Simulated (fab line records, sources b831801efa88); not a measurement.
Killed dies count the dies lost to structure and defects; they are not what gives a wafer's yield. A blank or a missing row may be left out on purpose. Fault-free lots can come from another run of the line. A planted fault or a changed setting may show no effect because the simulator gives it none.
The tool behind it: which one?	flow gf180mcu	Sampling: 15 lots, 45 wafers, 5 of 602 route steps

WHAT THE GAUGES READ, wafer by wafer
GF_HV_LDD_TW_MEAS_23. Usual: HV_LDD_2_TW typically reads 1044, with standard deviation 6.5.
lot	measured	on	HV_LDD_2_TW	flag
L792	day 11 22:22	film metro-01	1058 1052 1062	
L793	day 12 09:12	film metro-03	1044 1043 1050	
L794	day 12 19:27	film metro-01	1061 1062 1063	
L796	day 13 21:26	film metro-01	1047 1046 1040	
L797	day 13 21:45	film metro-03	1050 1049 1049	
L801	day 14 16:13	film metro-02	1043 1039 1043	
L803	day 15 01:29	film metro-02	1037 1040 1039	
L802	day 15 01:49	film metro-01	1050 1045 1046	
L806	day 15 18:43	film metro-02	1042 1036 1042	
L804	day 15 22:33	film metro-03	1038 1049 1050	
L805	day 15 22:58	film metro-03	1050 1045 1043	
L808	day 16 14:37	film metro-03	1046 1042 1045	
L810	day 17 02:11	film metro-01	1035 1040 1044	
L811	day 17 10:50	film metro-01	1035 1037 1038	
L812	day 17 18:40	film metro-02	1040 1035 1035	

GF_NSD_TW_MEAS_12. Usual: NSD_TW typically reads 4208, with standard deviation 24.
lot	measured	on	NSD_TW	flag
L792	day 14 11:00	film metro-04	4229 4218 4236	
L793	day 14 23:51	film metro-03	4228 4231 4204	
L794	day 15 11:42	film metro-01	4215 4196 4230	
L796	day 16 18:12	film metro-01	4177 4202 4190	
L797	day 16 18:16	film metro-03	4200 4203 4203	
L801	day 17 16:28	film metro-03	4208 4199 4194	
L803	day 18 01:27	film metro-01	4174 4160 4160	
L802	day 18 01:56	film metro-03	4221 4189 4215	
L806	day 18 19:41	film metro-04	4222 4206 4208	
L804	day 18 23:42	film metro-01	4189 4184 4186	
L805	day 19 00:19	film metro-03	4246 4223 4231	
L808	day 19 17:16	film metro-01	4195 4226 4226	
L810	day 20 05:29	film metro-04	4202 4193 4186	
L811	day 20 13:55	film metro-01	4198 4216 4191	
L812	day 20 23:10	film metro-03	4277 4229 4248	

GF_PSD_CD_MEAS_07 targets a cd of 400 nm. Usual: 399.6 nm for cd nm, sd 2.
lot	measured	on	cd nm (nm)	flag
L792	day 15 06:36	cd sem-02	401.7 401.1 400.9	
L793	day 15 20:35	cd sem-01	399.4 402.2 400.3	
L794	day 16 09:07	cd sem-01	399.9 400.7 398.6	
L796	day 17 17:05	cd sem-01	397.8 397.2 396.1	
L797	day 17 17:21	cd sem-01	398.1 396.9 397.4	
L801	day 18 16:03	cd sem-01	400.9 398.9 401.0	
L803	day 19 00:38	cd sem-01	399.7 400.4 401.0	
L802	day 19 01:55	cd sem-01	- - -	OFF
L806	day 19 19:44	cd sem-02	- - -	OFF
L804	day 19 23:59	cd sem-01	- - -	OFF
L805	day 20 00:36	cd sem-01	400.6 400.8 402.9	
L808	day 20 17:05	cd sem-01	403.1 402.3 400.9	
L810	day 21 04:58	cd sem-01	402.4 401.9 401.9	
L811	day 21 12:41	cd sem-02	398.4 399.3 399.6	
L812	day 21 22:13	cd sem-02	400.3 399.8 400.4	

GF_PSD_TW_MEAS_11. Usual: PSD_TW typically reads 3151, with standard deviation 15.
lot	measured	on	PSD_TW	flag
L792	day 15 06:58	film metro-03	3150 3148 3178	
L793	day 15 20:59	film metro-01	3140 3130 3142	
L794	day 16 09:31	film metro-04	3163 3167 3144	
L796	day 17 17:29	film metro-03	3154 3146 3159	
L797	day 17 17:45	film metro-03	3163 3137 3139	
L801	day 18 16:26	film metro-03	3126 3133 3142	
L803	day 19 01:03	film metro-04	3161 3145 3152	
L802	day 19 02:19	film metro-01	3142 3144 3154	
L806	day 19 20:07	film metro-04	3155 3145 3158	
L804	day 20 00:23	film metro-01	3138 3144 3146	
L805	day 20 00:59	film metro-03	3181 3187 3194	
L808	day 20 17:28	film metro-04	3139 3129 3139	
L810	day 21 05:20	film metro-01	3132 3127 3135	
L811	day 21 13:06	film metro-03	3123 3139 3153	
L812	day 21 22:37	film metro-01	3141 3140 3133	

WHAT TOOL EACH LOT RAN ON (gives the tool, then ch and the chambers of the sampled wafers, and finally the start)
lot	GF_PSD_COAT_02
L792	litho track-02 ch 0, day 14 20:40
L793	litho track-02 ch 0, day 15 09:21
L794	litho track-02 ch 0, day 15 22:15
L796	litho track-02 ch 0, day 17 04:53
L797	litho track-04 ch 0, day 17 05:26
L801	litho track-04 ch 0, day 18 03:31
L803	litho track-03 ch 0, day 18 12:20
L802	litho track-02, day 18 13:52
L806	litho track-04, day 19 07:26
L804	litho track-03, day 19 12:02
L805	litho track-02 ch 0, day 19 12:05
L808	litho track-02 ch 0, day 20 04:43
L810	litho track-02 ch 0, day 20 17:55
L811	litho track-02 ch 0, day 21 01:11
L812	litho track-02 ch 0, day 21 10:13
- GF_PSD_COAT_02: resist thk 1000 nm.

WHAT THE TOOLS THEMSELVES READ (means of the sampled wafers that have a number; where no wafer has one, the mark that the record gives instead)
GF_PSD_COAT_02. Usual: chill plate temp C 23.01 C, standard deviation 0.12; dispense pressure kPa 56 kPa, standard deviation 4.3.
lot	tool	chill plate temp C (C)	dispense pressure kPa (kPa)	flag
L792	litho track-02	22.99	58	
L793	litho track-02	23.04	58	
L794	litho track-02	23.07	58	
L796	litho track-02	22.86	58	
L797	litho track-04	22.96	58	
L801	litho track-04	22.84	58	
L803	litho track-03	22.97	48	
L802	litho track-02	-	-	OFF
L806	litho track-04	-	-	OFF
L804	litho track-03	-	-	OFF
L805	litho track-02	22.92	58	
L808	litho track-02	22.89	58	
L810	litho track-02	23.04	58	
L811	litho track-02	23.09	58	
L812	litho track-02	22.83	58	

THE ANSWER, worked out from the rows above alone
Rule: a lot is off if the mean of its wafers that have a number lies more than 3 standard deviations from the usual mean. Also off: a lot with no number at a reading for which 4 or more lots have one. The other lots that the step has rows for count as sound. After the gauges, taken in route order, come the tools' own readings; for these a lot's mean is taken, as printed above. The first step at which some lot is off is used, and at that step the reading that is off furthest; a lot without a number counts as furthest.
Off, at GF_PSD_CD_MEAS_07 on cd nm: L802, L806, L804. Without a number there: L802, L806, L804.
A tool fits if, at a process step before that reading, it ran every lot that is off, and no sound lot after the first of them. The gauges at GF_PSD_CD_MEAS_07 aren't tried: what is off there is off at GF_PSD_COAT_02 too, on other tools, and a gauge's error can't cause that. None of those tried fits.

WHAT THE SIMULATOR PUT IN
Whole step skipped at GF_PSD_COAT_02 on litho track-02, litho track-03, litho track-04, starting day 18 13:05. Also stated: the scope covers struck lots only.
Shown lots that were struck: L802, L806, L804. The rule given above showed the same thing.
